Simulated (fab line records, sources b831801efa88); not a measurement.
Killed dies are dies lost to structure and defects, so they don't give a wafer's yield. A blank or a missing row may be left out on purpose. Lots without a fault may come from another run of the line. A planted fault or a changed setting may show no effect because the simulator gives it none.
Tool commonality check | flow gf180mcu | 12 lots, 36 wafers sampled

WHY IT WAS OPENED
At GF_V1_THK_MEAS_01 the reading V1_CVD_00_THK is flagged on 3 of 12 lots. Wafers without a fault read 600 nm, standard deviation 8.3.
Rule: a lot is flagged when every wafer of it that has a number lies more than 4 standard deviations from that mean, or none has a number. The other lots count as sound.

lot  | measured     | on            | V1_CVD_00_THK (nm), wafer by wafer | flag
L511 | day 17 05:19 | film_metro-03 | 593 602 591                        |
L512 | day 17 16:25 | film_metro-01 | 615 606 611                        |
L513 | day 17 21:31 | film_metro-04 | 595 594 596                        |
L515 | day 18 16:40 | film_metro-04 | 589 595 588                        |
L517 | day 19 09:05 | film_metro-01 | 1170 1176 1183                     | FLAGGED
L518 | day 19 23:41 | film_metro-03 | 602 596 604                        |
L519 | day 20 01:50 | film_metro-04 | 1213 1212 1208                     | FLAGGED
L529 | day 24 04:49 | film_metro-04 | 613 604 601                        |
L528 | day 24 04:58 | film_metro-01 | 1185 1196 1197                     | FLAGGED
L532 | day 24 22:46 | film_metro-04 | 607 612 597                        |
L534 | day 25 08:26 | film_metro-04 | 596 607 598                        |
L533 | day 25 10:08 | film_metro-03 | 605 592 591                        |
The numbers of the flagged lots are 1193 nm on average: +593 nm against the usual, or +71 standard deviations.

WHICH TOOL RAN EACH LOT
The record holds 3 process steps before the reading, out of a route of 602 steps. In each cell: the tool, then ch and the chambers that the sampled wafers went through, then the start.
lot  | flag    | GF_CONTACT_CVD_24             | GF_M1_SPUTTER_00             | GF_V1_CVD_00
L511 |         | cvd_w-02 ch 0,1, day 16 05:35 | pvd_sputter-02, day 16 06:10 | hdpcvd-02 ch 0,2, day 17 05:15
L512 |         | cvd_w-02 ch 0,1, day 16 16:04 | pvd_sputter-02, day 16 16:39 | hdpcvd-01 ch 0,2, day 17 16:19
L513 |         | cvd_w-01 ch 0,1, day 16 20:22 | pvd_sputter-01, day 16 20:54 | hdpcvd-02 ch 0,1,2, day 17 21:25
L515 |         | cvd_w-02 ch 0,1, day 17 14:56 | pvd_sputter-02, day 17 15:31 | hdpcvd-02 ch 0,1,2, day 18 16:35
L517 | FLAGGED | cvd_w-02 ch 0,1, day 18 06:52 | pvd_sputter-02, day 18 07:26 | hdpcvd-02 ch 0,1,2, day 19 08:46
L518 |         | cvd_w-02 ch 1, day 18 21:43   | pvd_sputter-01, day 18 22:18 | hdpcvd-01 ch 0,1, day 19 23:37
L519 | FLAGGED | cvd_w-02 ch 0,1, day 18 23:40 | pvd_sputter-02, day 19 00:15 | hdpcvd-01 ch 0,2, day 20 01:31
L529 |         | cvd_w-01 ch 0,1, day 23 04:40 | pvd_sputter-01, day 23 05:26 | hdpcvd-01 ch 0,1,2, day 24 04:45
L528 | FLAGGED | cvd_w-02 ch 0,1, day 23 04:31 | pvd_sputter-03, day 23 05:08 | hdpcvd-02 ch 0,1,2, day 24 04:40
L532 |         | cvd_w-01 ch 0,1, day 23 22:42 | pvd_sputter-02, day 23 23:17 | hdpcvd-01 ch 0,1,2, day 24 22:42
L534 |         | cvd_w-02 ch 1, day 24 09:10   | pvd_sputter-02, day 24 09:45 | hdpcvd-01 ch 0,2, day 25 08:22
L533 |         | cvd_w-01 ch 0,1, day 24 10:43 | pvd_sputter-03, day 24 11:18 | hdpcvd-02 ch 0,1,2, day 25 10:04
What these steps do:
- GF_CONTACT_CVD_24: deposits W, target thk 300 nm, time 90.339 s.
- GF_M1_SPUTTER_00: material Ti, target thk 37.5 nm, time 150 s.
- GF_V1_CVD_00: deposits SiO2, target thk 600 nm, time 100 s.
- GF_V1_THK_MEAS_01

FLAGGED OVER TOTAL, TOOL BY TOOL (the gauges that took the reading come last)
step              | tool           | lots run | flagged | share of the flagged lots | sound lots run after its first flagged lot
GF_CONTACT_CVD_24 | cvd_w-01       | 4        | 0       | none                      | -
GF_CONTACT_CVD_24 | cvd_w-02       | 8        | 3       | all                       | 2 (L518,L534)
GF_M1_SPUTTER_00  | pvd_sputter-01 | 3        | 0       | none                      | -
GF_M1_SPUTTER_00  | pvd_sputter-02 | 7        | 2       | some                      | 2 (L532,L534)
GF_M1_SPUTTER_00  | pvd_sputter-03 | 2        | 1       | some                      | 1 (L533)
GF_V1_CVD_00      | hdpcvd-01      | 6        | 1       | some                      | 3 (L529,L532,L534)
GF_V1_CVD_00      | hdpcvd-02      | 6        | 2       | some                      | 1 (L533)
GF_V1_THK_MEAS_01 | film_metro-01  | 3        | 2       | some                      | 0
GF_V1_THK_MEAS_01 | film_metro-03  | 3        | 0       | none                      | -
GF_V1_THK_MEAS_01 | film_metro-04  | 6        | 1       | some                      | 3 (L529,L532,L534)

WHAT THE TABLE ALLOWS
1 row of the table ran every flagged lot: cvd_w-02 at GF_CONTACT_CVD_24.
- cvd_w-02 at GF_CONTACT_CVD_24: 3 of its 8 lots flagged. Sound lots ran on it after the first flagged one (L518, L534), which a lasting fault on the whole tool wouldn't allow.
No row of the table ran every flagged lot and no sound lot after the first.

WHAT THE SIMULATOR HAD PUT IN
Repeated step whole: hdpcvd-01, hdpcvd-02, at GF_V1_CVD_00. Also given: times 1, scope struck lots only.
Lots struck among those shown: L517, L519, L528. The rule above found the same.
